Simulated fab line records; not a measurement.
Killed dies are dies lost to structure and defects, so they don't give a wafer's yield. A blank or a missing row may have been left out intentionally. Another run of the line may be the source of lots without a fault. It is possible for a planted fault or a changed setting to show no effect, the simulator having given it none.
Problem report in the 8D (eight disciplines) form, filled by code	flow sky130	the parts of the form that need people (team, actions taken, sign-off) are left out

== 1. WHAT IS WRONG ==
At SKY_LDD_LDN_IMPLANT_11, beamEnergyKeV averages 15.702 over 6 wafers from 2 lots, while fault-free wafers read 14.999, standard deviation 0.0045. So: +99 or more standard deviations from the usual mean.
First seen on wafer L328.2, day 27 14:11, on implanter-02. Wafers with a number at this step in the record: 42, from 14 lots. Rule for "out" (also "out of limits"): further than 4 standard deviations from the usual mean. All remaining wafers that have a number are taken as sound.

== 2. WHAT IT IS, WHAT IT ISN'T ==
question	is	is not
which readings at this step	beamEnergyKeV	-
which lots	L326, L328	L318, L319, L321, L323, L327, L330, L333, L334, L336, L338, L339, L340
which wafers of those lots	all that have a number	-
read on which tools	implanter-02	implanter-01, implanter-03
when	from day 27 14:11	up to then (12 sound wafers); but 24 sound wafers of L327, L330, L333, L334, L336, L338, L339, L340 came after

== 3. WHAT RULES OUT EACH SUSPECT ==
Counting: a tool at a process step up to the reading stays a suspect if it ran every lot that is out and no sound lot after the first of them.
- implanter-02 at SKY_LDD_LDN_IMPLANT_11: kept. Every lot that is out went through it, starting with L328 (day 27 14:11), and after that it ran no sound lot; the last sound lot it ran before then is L323 (day 26 01:11). Out on those wafers are its own readings of beamEnergyKeV.
Remaining after the count: implanter-02 at SKY_LDD_LDN_IMPLANT_11.

== 4. THE CAUSE (what the simulator had put in) ==
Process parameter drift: implanter-02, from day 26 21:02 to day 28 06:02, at SKY_LDD_LDN_IMPLANT_11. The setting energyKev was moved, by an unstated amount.
After counting, this tool was the only one left.

== 5. SEQUENCE OF EFFECTS, ordered by route ==
Rows list readings where the struck wafers' mean (over those with a number) sits beyond 3 standard deviations from the usual. Only readings whose record carries a usual standard deviation are examined. hours: median over the lots of the time between each lot's start at the first step of this table that gives one and its start at this step. sigmas: the change, counted in usual standard deviations.
hours	step	reading	usual	on struck wafers	change	sigmas
0	SKY_LDD_LDN_IMPLANT_11	beamEnergyKeV	14.999	15.702	+0.703	+99 or more
Process steps it contains:
- SKY_LDD_LDN_IMPLANT_11
At these later measuring or inspecting steps, every struck wafer for which the step has a row has a number for every such reading, and none has moved that far: SKY_SD_P_TW_MEAS_11.

== 6. HOW IT WOULD HAVE BEEN CAUGHT EARLIER ==
The fault began at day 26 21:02; the first out-of-limits reading in this record came at day 27 14:11, 17 hours later.
